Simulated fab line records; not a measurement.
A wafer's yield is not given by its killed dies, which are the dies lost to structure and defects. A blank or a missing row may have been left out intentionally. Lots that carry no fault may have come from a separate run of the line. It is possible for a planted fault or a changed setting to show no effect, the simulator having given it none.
Comparing a struck lot with a sound one | flow sky130 | 15 out of 708 route steps
Sound: the wafers L566.4, L566.5, L566.6. Struck: wafer L573.2. (L573.1, L573.4 of the same lot were not struck and are left out.) The cause comes at the end.
Order at every step that has rows: each side's tool, ch and its chambers, its first start. Under that, the readings that differ: sound wafers | struck wafers | difference of the means | sigmas: that difference in standard deviations of wafers without a fault.
alike: a reading whose means differ by less than 2 such deviations, as well as words and numbers matching on both sides. not compared: withheld readings; readings where some wafer has no value; bounds like >300 that might hide an equal value; numbers whose values overlap and for which the record gives no deviation.
A row with sigmas, a row that says differs or no value, or rows on one side alone: a step with any of these is where the two part. When numbers do not overlap yet have no deviation, they are printed without sigmas and do not part them. A reading that every wafer of one side lacks parts them only if that side has two wafers or more.

first, 1 step without rows for these wafers: SKY_METAL5_CLEAN_19 (cleans in O3/DIW).
SKY_PASSIVATION_CVD_00: deposits SiO2, target thk 90 nm.
  sound on pecvd-02 ch 0,1,2, day 46 05:08; struck on pecvd-02 ch 1, day 48 01:27
  alike: heaterPowerW
SKY_PASSIVATION_THK_MEAS_01:
  sound on filmMetro-02 at day 46 05:11; struck on filmMetro-03 at day 48 01:38
  alike: PASSIVATION_CVD_00_THK
SKY_PASSIVATION_CVD_02: deposits Si3N4, target thk 540 nm.
  sound on pecvd-03 ch 1,2, day 46 05:19; struck on pecvd-03 ch 2, day 48 01:42
  alike: heaterPowerW
SKY_PASSIVATION_THK_MEAS_03:
  sound on filmMetro-03 at day 46 05:35; struck on filmMetro-03 at day 48 02:14
reading                     | sound       | struck | difference | sigmas
PASSIVATION_CVD_02_THK (nm) | 544 545 538 | 522    | -20        | -3
then, 7 steps without rows for these wafers: SKY_PASSIVATION_DEHYDRATE_04 (time 60 s); SKY_PASSIVATION_HMDS_05 (prime time 60 s); SKY_PASSIVATION_COAT_06 (resist thk 3000 nm); SKY_PASSIVATION_SOFTBAKE_07; SKY_PASSIVATION_EXPOSE_08 (exposes mask NSM, target cd 3000 nm); SKY_PASSIVATION_PEB_09; SKY_PASSIVATION_DEVELOP_10 (develop time 60 s).
SKY_PASSIVATION_ETCH_11: etches the open film in CF4/O2, stops on AlCu, target depth 725 nm, time 161.1 s.
  sound on rieDiel-04 ch 1,2,3, day 47 02:12; struck on rieDiel-04 ch 1, day 48 21:50
reading                                      | sound             | struck | difference                   | sigmas
oesProductAu (a.u.)                          | 0.980 0.986 0.979 | 0.873  | -0.109                       | -17
rfHoursCounterH (h)                          | - - -             | 19     | no value on the sound wafers | 
model.PASSIVATION.featureDepthNm (nm)        | 710.2 712.4 702.4 | 573.4  | -134.9                       | 
model.etch.depthNm (nm)                      | 710.2 712.4 702.4 | 573.4  | -134.9                       | 
model.coat_of_PASSIVATION_COAT_06.thkNm (nm) | 2510 2512 2502    | 2628   | +120                         | 
  alike: drypumpMotorCurrentA, throttleValvePct
SKY_PASSIVATION_STRIP_12: strips in O2/N2.
  sound on plasmaAsher-04 ch 0,1, day 47 02:17; struck on plasmaAsher-03 ch 0, day 48 21:57
reading                  | sound             | struck | difference                   | sigmas
rfHoursCounterH (h)      | - - -             | 75     | no value on the sound wafers | 
stripTimeToEndpointS (s) | 31.44 31.47 31.35 | 32.81  | +1.39                        | +11
  alike: drypumpMotorCurrentA, oesProductAu
then, 1 step without rows for these wafers: SKY_PAD_OPEN_DEHYDRATE_00 (time 60 s).

## WHERE THEY PART
Last at SKY_PASSIVATION_STRIP_12 as far as this record goes, first at SKY_PASSIVATION_THK_MEAS_03.

WHY: what the simulator had put in
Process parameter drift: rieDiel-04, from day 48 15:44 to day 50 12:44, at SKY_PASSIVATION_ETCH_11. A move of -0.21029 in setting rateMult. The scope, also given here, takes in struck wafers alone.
